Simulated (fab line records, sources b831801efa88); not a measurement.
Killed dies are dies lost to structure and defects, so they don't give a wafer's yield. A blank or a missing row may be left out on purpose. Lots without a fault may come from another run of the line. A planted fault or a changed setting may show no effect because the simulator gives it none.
Chamber matching | flow sky130 | SKY_CONTACT_ETCH_16 on rie_diel-01: 4 sister chambers
The step etches BARC in N2/H2, stops on SiO2, time 45.9 s, target depth 60 nm. 8 wafers are shown with their chamber, then 9 later ones without.

WAFERS WITH THEIR CHAMBER
wafer  | chamber | throttle_valve_pct (%) | n2_flow_sccm (sccm)
L075.2 | 2       | 13.213                 | 100.24
L081.1 | 0       | 13.232                 | 99.55
L083.6 | 2       | 13.225                 | 99.96
L088.3 | 1       | 13.216                 | 100.01
L088.4 | 0       | 13.233                 | 99.70
L091.1 | 3       | 13.213                 | 100.34
L091.3 | 1       | 13.227                 | 99.52
L091.6 | 3       | 13.233                 | 100.20

WAFERS WITHOUT THEIR CHAMBER
wafer  | throttle_valve_pct (%) | n2_flow_sccm (sccm)
L092.4 | 13.225                 | 99.61
L092.5 | 13.245                 | 99.66
L092.6 | 13.238                 | 100.55
L093.3 | 13.232                 | 99.80
L093.4 | 13.228                 | 100.20
L093.6 | 13.212                 | 99.97
L095.1 | 13.229                 | 99.85
L095.4 | 13.225                 | 100.17
L095.6 | 13.217                 | 99.85

WHICH CHAMBER EACH WENT THROUGH
wafer  | from the rows above               | in truth
L092.4 | can't be placed: 1 or 0 or 2      | 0
L092.5 | can't be placed: 0 or 1           | 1
L092.6 | can't be placed: 3 or 2           | 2
L093.3 | can't be placed: 0 or 1 or 2 or 3 | 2
L093.4 | can't be placed: 3 or 2 or 1      | 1
L093.6 | can't be placed: 2 or 1 or 3 or 0 | 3
L095.1 | can't be placed: 1 or 0 or 2 or 3 | 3
L095.4 | can't be placed: 3 or 2 or 1      | 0
L095.6 | can't be placed: 1 or 2 or 0 or 3 | 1
Placed correctly: 0 of 9. Can't be placed from these rows: 9 (the true chamber is among the candidates in 8). Placed wrongly: 0.
How it was worked out, from the rows above alone: a wafer's distance from a chamber is the root of the sum, over the readings, of the square of ((its reading less the chamber's mean) divided by the reading's scatter). The wafer belongs to the nearest chamber; if the next one is less than 2 further off, it can't be placed. A chamber's mean is the mean of its shown wafers. The scatter: the root of (the sum of the squares of (reading less its chamber's mean) over the shown wafers, divided by (wafers less chambers)).
